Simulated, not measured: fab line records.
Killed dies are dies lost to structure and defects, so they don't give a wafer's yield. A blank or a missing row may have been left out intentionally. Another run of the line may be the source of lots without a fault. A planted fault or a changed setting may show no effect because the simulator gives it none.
A lot that was struck, set against a sound lot || flow sky130 || 17 out of 708 route steps
Sound: wafers L546.1, L546.5, L546.6. Wafers struck: L560.1, L560.2, L560.4. At the end, the cause is stated.
At each step with rows: each side's tool, then ch and its chambers, then its first start. Under that, the readings that differ: sound wafers || struck wafers || difference of the means || sigmas: that difference in standard deviations of wafers without a fault.
alike: readings with means less than 2 such deviations apart, plus words and numbers identical on both sides. not compared: withheld readings, readings lacking a value on some wafer, bounds such as >300 that could conceal the same value, and numbers that have no deviation in the record and whose values overlap.
The two part at a step that has a row with sigmas, a row that says differs or no value, or rows on one side only. When numbers do not overlap yet have no deviation, they are printed without sigmas and do not part them. Lack of a reading on every wafer of one side parts them only where that side has two or more wafers.

SKY_METAL2_THK_MEAS_06: measures by xrf.
  sound: film_metro-04 at day 33 18:30; struck: film_metro-03 at day 38 16:02
  alike: METAL2_ALCU_THK
then, 8 steps without rows for these wafers: SKY_METAL2_DEHYDRATE_07 (time 60 s); SKY_METAL2_HMDS_08 (prime time 60 s); SKY_METAL2_COAT_09 (resist thk 60 nm); SKY_METAL2_COAT_10 (resist thk 450 nm); SKY_METAL2_SOFTBAKE_11 (time 90 s); SKY_METAL2_EXPOSE_12 (exposes mask MM2, target cd 140 nm); SKY_METAL2_PEB_13; SKY_METAL2_DEVELOP_14 (develop time 60 s).
SKY_METAL2_CD_MEAS_15: target cd 140 nm.
  sound: cd_sem-02 at day 34 20:33; struck: cd_sem-02 at day 39 16:44
  alike: cd_nm
SKY_METAL2_OVL_MEAS_16:
  sound: overlay-01 at day 34 20:40; struck: overlay-01 at day 39 16:52
  alike: METAL2_OVL
SKY_METAL2_DESCUM_17: chemistry O2, time 8 s.
  sound on rie_metal-01 ch 0,1, day 34 20:42; struck on rie_metal-03 ch 0,1, day 39 16:53
  alike: drypump_motor_current_A, oes_product_au
  not compared: rf_hours_counter_h
SKY_METAL2_ETCH_18: etches BARC in N2/H2, stops on SiO2, time 45.9 s, target depth 60 nm.
  sound on rie_metal-01 ch 0,1, day 34 20:44; struck on rie_metal-03 ch 0,1, day 39 16:55
{"reading": "oes_product_au (a.u.)", "sound": "0.854 0.860 0.853", "struck": "0.825 0.820 0.823", "difference": -0.033, "sigmas": -7}
{"reading": "model.KrF-thick_of_METAL2_COAT_10.thk_nm (nm)", "sound": "394.8 391.8 392", "struck": "406.3 406.2 407.2", "difference": "+13.7", "sigmas": ""}
{"reading": "model.etch.depth_nm (nm)", "sound": "60.34 60.34 60.31", "struck": "56.46 55.7 55.74", "difference": -4.36, "sigmas": ""}
  alike: drypump_motor_current_A, n2_flow_sccm, throttle_valve_pct
  not compared: rf_hours_counter_h
SKY_METAL2_METAL_ETCH_19: etches the open film in Cl2/BCl3, stops on SiO2, target depth 360 nm, time 78 s.
  sound on rie_metal-01 ch 0,1, day 34 20:48; struck on rie_metal-03 ch 0,1, day 39 16:59
{"reading": "model.KrF-thick_of_METAL2_COAT_10.thk_nm (nm)", "sound": "161.2 159 159", "struck": "173.3 172.7 176.5", "difference": "+14.4", "sigmas": ""}
  alike: drypump_motor_current_A, oes_product_au, throttle_valve_pct
  not compared: rf_hours_counter_h
SKY_METAL2_STRIP_20: strips in O2/N2.
  sound on plasma_asher-01 ch 0,1, day 34 20:53; struck on plasma_asher-01 ch 0,1, day 39 17:05
{"reading": "strip_time_to_endpoint_s (s)", "sound": "2.73 2.72 2.70", "struck": "2.86 2.85 2.89", "difference": "+0.15", "sigmas": "+4"}
  alike: drypump_motor_current_A, n2_flow_sccm, oes_product_au
  not compared: rf_hours_counter_h
then, 1 step without rows for these wafers: SKY_METAL2_STRIP_21 (strips in post etch residue remover, time 1200 s).
-- the record jumps here: 9 days lie between the struck wafers' starts before and after (it left off in module METAL2 and takes up again in module PAD_OPEN, whose first step shown is number 708 of the route) --
SKY_PAD_OPEN_PROBE_99:
  sound: prober-01 at day 45 09:39; struck: prober-01 at day 49 01:58
{"reading": "model.etest.tester.sort_n_pass", "sound": "411 428 416", "struck": "386 356 373", "difference": -47, "sigmas": ""}
{"reading": "model.etest.tester.sort_yield_pct (%)", "sound": "83.54 86.99 84.55", "struck": "78.46 72.36 75.81", "difference": -9.48, "sigmas": ""}
{"reading": "model.etest.tester.sort_bin_3_pct (%)", "sound": "0.6098 0.4065 0.813", "struck": "4.878 9.146 7.927", "difference": "+6.707", "sigmas": ""}
{"reading": "model.etest.met2_comb.leak_log10_a_um", "sound": "-12.13 -11.79 -11.95", "struck": "-9.629 -9.406 -9.013", "difference": "+2.607", "sigmas": ""}
{"reading": "model.etest.tester.sort_bin_8_pct (%)", "sound": "0 0 0", "struck": "2.872e-11 1.046e-07 1.484e-09", "difference": "+3.537e-08", "sigmas": ""}
  alike: defect_limited_yield, killed_at_M0_to_M3, killed_at_M4_up, killed_at_contacts, killed_at_front_end, killed_at_other, killed_dies, killed_open, killed_short
  not compared: model.etest.tester.sort_bin_4_pct

WHERE THEY PART
At SKY_METAL2_ETCH_18 first; at SKY_METAL2_STRIP_20 last (within this record only). Later steps at which nothing parts them and some readings are alike: SKY_PAD_OPEN_PROBE_99.

WHY: whatever the simulator had introduced
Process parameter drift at SKY_METAL2_ETCH_18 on rie_metal-03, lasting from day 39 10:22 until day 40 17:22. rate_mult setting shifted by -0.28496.
